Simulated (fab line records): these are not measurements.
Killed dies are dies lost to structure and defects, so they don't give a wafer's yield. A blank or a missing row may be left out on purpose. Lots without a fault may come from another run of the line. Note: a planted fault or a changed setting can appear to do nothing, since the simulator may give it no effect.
Split-lot study | flow gf180mcu | on a route of 602 steps: 5 lots, 23 wafers read

THE SPLIT ITSELF
At GF_MVPSD_IMPLANT_09, the setting energyKev was moved away from the recipe's 40 on 10 of the 23 wafers read, by -5.7% to -1.7%. The other wafers ran this setting at the recipe's value.

The reading is taken at the split's own step.

THE READING
implant.drpNm (the simulator's own value, which no gauge read), in nm, at GF_MVPSD_IMPLANT_09. There is no usual value for it anywhere in the file.

wafer  | tool, chamber at the split | energyKev as run | against the recipe | implant.drpNm, nm | against lot-mates on the recipe
L074.1 | implanter-04, 0            | 40               | recipe             | 51.21             | -
L074.3 | implanter-04, 0            | 40               | recipe             | 51.21             | -
L074.4 | implanter-04, 0            | 40               | recipe             | 51.21             | -
L074.2 | implanter-04, 0            | 37.71            | -5.7%              | 49.47             | -1.74
L074.5 | implanter-04, 0            | 37.71            | -5.7%              | 49.47             | -1.74
L075.2 | implanter-01, 0            | 40               | recipe             | 51.21             | -
L075.3 | implanter-01, 0            | 40               | recipe             | 51.21             | -
L075.6 | implanter-01, 0            | 40               | recipe             | 51.21             | -
L075.4 | implanter-01, 0            | 39.33            | -1.7%              | 50.69             | -0.52
L075.5 | implanter-01, 0            | 39.33            | -1.7%              | 50.69             | -0.52
L082.1 | implanter-01, 0            | 38.03            | -4.9%              | 49.71             | -1.50
L082.3 | implanter-01, 0            | 38.03            | -4.9%              | 49.71             | -1.50
L082.5 | implanter-01, 0            | 38.03            | -4.9%              | 49.71             | -1.50
L082.2 | implanter-01, 0            | 40               | recipe             | 51.21             | -
L082.4 | implanter-01, 0            | 40               | recipe             | 51.21             | -
L084.1 | implanter-01, 0            | 40               | recipe             | 51.21             | -
L084.5 | implanter-01, 0            | 40               | recipe             | 51.21             | -
L084.2 | implanter-01, 0            | 38.49            | -3.8%              | 50.06             | -1.15
L084.4 | implanter-01, 0            | 38.49            | -3.8%              | 50.06             | -1.15
L084.6 | implanter-01, 0            | 38.49            | -3.8%              | 50.06             | -1.15
L085.1 | implanter-01, 0            | 40               | recipe             | 51.21             | -
L085.3 | implanter-01, 0            | 40               | recipe             | 51.21             | -
L085.5 | implanter-01, 0            | 40               | recipe             | 51.21             | -

FIT RESULTS
A straight line over all 23 wafers: implant.drpNm changes by +0.304 nm for each +1% of energyKev; r = +1.00; the points scatter about the line by 0.0031 nm.
The same after taking each lot's own level away (the mean of its wafers on the recipe; 23 wafers): +0.304 nm for each +1%; r = +1.00; scatter 0.0031 nm.
That fit puts the effect of the largest move of energyKev on the reading at 1.7 nm.
The lots' own levels span 51.210 to 51.210 nm.
The two slopes are in agreement: the lot-to-lot level therefore moves the slope only a little.
Check: with one of the wafers moved furthest among these (-5.7%) left out of the fit, the line predicts -1.74 nm for it against its lot-mates. It came out at -1.74 nm against them.

OTHER SPLITS ON THESE WAFERS
Note: prior to the reading, these wafers also went through further splits. Each is held against what the fit with the lots' levels taken away leaves over:
other split on the same wafers | wafers away from the commonest value | r with implant.drpNm (lot level and that fit taken away)
GF_STI_OXIDATION_01 tempC      | 10                                   | +0.01
GF_NWELL_COAT_02 resistThkNm   | 10                                   | +0.57
GF_NWELL_IMPLANT_08 energyKev  | 10                                   | -0.20
GF_MVSD_IMPLANT_08 doseCm2     | 8                                    | +0.24

THE WHOLE CHAIN: every reading that the file lists as answering this split, in the file's order
step                | what it does | reading                                                        | change (the file's fit)               | r (the file's)
GF_MVPSD_IMPLANT_09 |              | implant.rpNm (the simulator's own value, which no gauge read)  | +1.25 nm for each +1% of the setting  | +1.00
GF_MVPSD_IMPLANT_09 |              | implant.drpNm (the simulator's own value, which no gauge read) | +0.303 nm for each +1% of the setting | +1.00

FILE'S OWN FIT
implant.drpNm changes by +0.303 nm for each +1% of energyKev, r = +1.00.
